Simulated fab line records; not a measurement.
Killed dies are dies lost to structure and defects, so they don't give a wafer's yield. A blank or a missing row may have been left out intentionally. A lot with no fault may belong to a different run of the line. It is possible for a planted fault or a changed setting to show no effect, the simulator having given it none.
A lot that was struck, set against a sound lot :: flow sky130 :: 15 out of 708 route steps
Sound: wafers L447.2, L447.4, L447.6. Struck: wafer L459.3 (left out: L459.2, L459.4 of the same lot, which were not struck); the cause appears at the end.
Each step with rows lists, per side, the tool, then ch with its chambers, then its first start. Under that, the readings that differ: sound wafers :: struck wafers :: difference of the means :: sigmas: that difference in standard deviations of wafers without a fault.
alike: readings whose means differ by less than 2 such deviations, and words and numbers that are the same on both sides. not compared: withheld readings, readings that some wafer has no value for, bounds like >300 that may hide the same value, and numbers for which the record gives no deviation and whose values overlap.
A row with sigmas, a row that says differs or no value, or rows on one side alone: a step with any of these is where the two part. When numbers do not overlap yet have no deviation, they are printed without sigmas and do not part them. A reading that every wafer of one side lacks parts them only if that side has two wafers or more.

first, 8 steps without rows for these wafers: SKY_POLY_GATE_DEHYDRATE_05 (time 60 s); SKY_POLY_GATE_HMDS_06 (prime time 60 s); SKY_POLY_GATE_COAT_07 (resist thk 110 nm); SKY_POLY_GATE_COAT_08 (resist thk 450 nm); SKY_POLY_GATE_SOFTBAKE_09 (time 88.84 s); SKY_POLY_GATE_EXPOSE_10 (exposes mask P1M, target cd 150 nm); SKY_POLY_GATE_PEB_11; SKY_POLY_GATE_DEVELOP_12 (develop time 60 s).
SKY_POLY_GATE_CD_MEAS_13: target cd 150 nm.
  struck on cd_sem-02, day 20 17:13; sound on cd_sem-02, day 16 09:14
reading: cd_nm (nm)
sound: 150.3 148.4 148.7
struck: 151.8
difference: +2.7
sigmas: +2
SKY_POLY_GATE_OVL_MEAS_14:
  struck on overlay-02, day 20 17:19; sound on overlay-01, day 16 09:20
reading: POLY_GATE_OVL (nm)
sound: 0 -6 4
struck: -11
difference: -10
sigmas: -2
SKY_POLY_GATE_ETCH_15: etches BARC in N2/H2, stops on SiO2, time 118.5 s, target depth 110 nm.
  sound on rie_diel-02 ch 1,2, day 16 09:22; struck on rie_diel-01 ch 0, day 20 17:20
  alike: drypump_motor_current_A, n2_flow_sccm, oes_product_au, throttle_valve_pct
  not compared: rf_hours_counter_h
SKY_POLY_GATE_ETCH_16: etches Si3N4 in CH3F/O2, stops on poly-Si, time 147.5 s, target depth 75 nm.
  sound on rie_diel-02 ch 1,2, day 16 09:28; struck on rie_diel-01 ch 0, day 20 17:26
  alike: drypump_motor_current_A, oes_product_au, throttle_valve_pct
  not compared: rf_hours_counter_h
SKY_POLY_GATE_ETCH_17: etches poly-Si in HBr/Cl2, stops on SiO2, target depth 180 nm, time 70.5 s.
  sound on rie_si-02 ch 0,2,3, day 16 09:33; struck on rie_si-02 ch 1, day 20 17:32
reading: oes_product_au (a.u.)
sound: 0.985 0.991 0.984
struck: 0.889
difference: -0.098
sigmas: -14

reading: model.etch.depth_nm (nm)
sound: 176 177 177.7
struck: 152.2
difference: -24.7
sigmas: 

reading: model.POLY_GATE.feature_depth_nm (nm)
sound: 176 177 177.7
struck: 152.2
difference: -24.7
sigmas: 

reading: model.KrF-thick_of_POLY_GATE_COAT_08.thk_nm (nm)
sound: 138.4 137 140.9
struck: 153.7
difference: +14.9
sigmas: 
  alike: drypump_motor_current_A, he_backside_leak_sccm, throttle_valve_pct
  not compared: rf_hours_counter_h
SKY_POLY_GATE_STRIP_18: strips in O2/N2.
  sound on plasma_asher-02 ch 0,1, day 16 09:37; struck on plasma_asher-02 ch 1, day 20 17:35
reading: oes_product_au (a.u.)
sound: 0.361 0.353 0.362
struck: 0.370
difference: +0.011
sigmas: +3

reading: strip_time_to_endpoint_s (s)
sound: 3.163 3.123 3.180
struck: 3.294
difference: +0.139
sigmas: +5
  alike: drypump_motor_current_A, n2_flow_sccm
  not compared: rf_hours_counter_h
then, 1 step without rows for these wafers: SKY_POLY_GATE_CLEAN_19 (cleans in SC1/SC2, time 150 s).

## WHERE THEY PART
At SKY_POLY_GATE_CD_MEAS_13 first; at SKY_POLY_GATE_STRIP_18 last (within this record only).

WHY: what the simulator had put in
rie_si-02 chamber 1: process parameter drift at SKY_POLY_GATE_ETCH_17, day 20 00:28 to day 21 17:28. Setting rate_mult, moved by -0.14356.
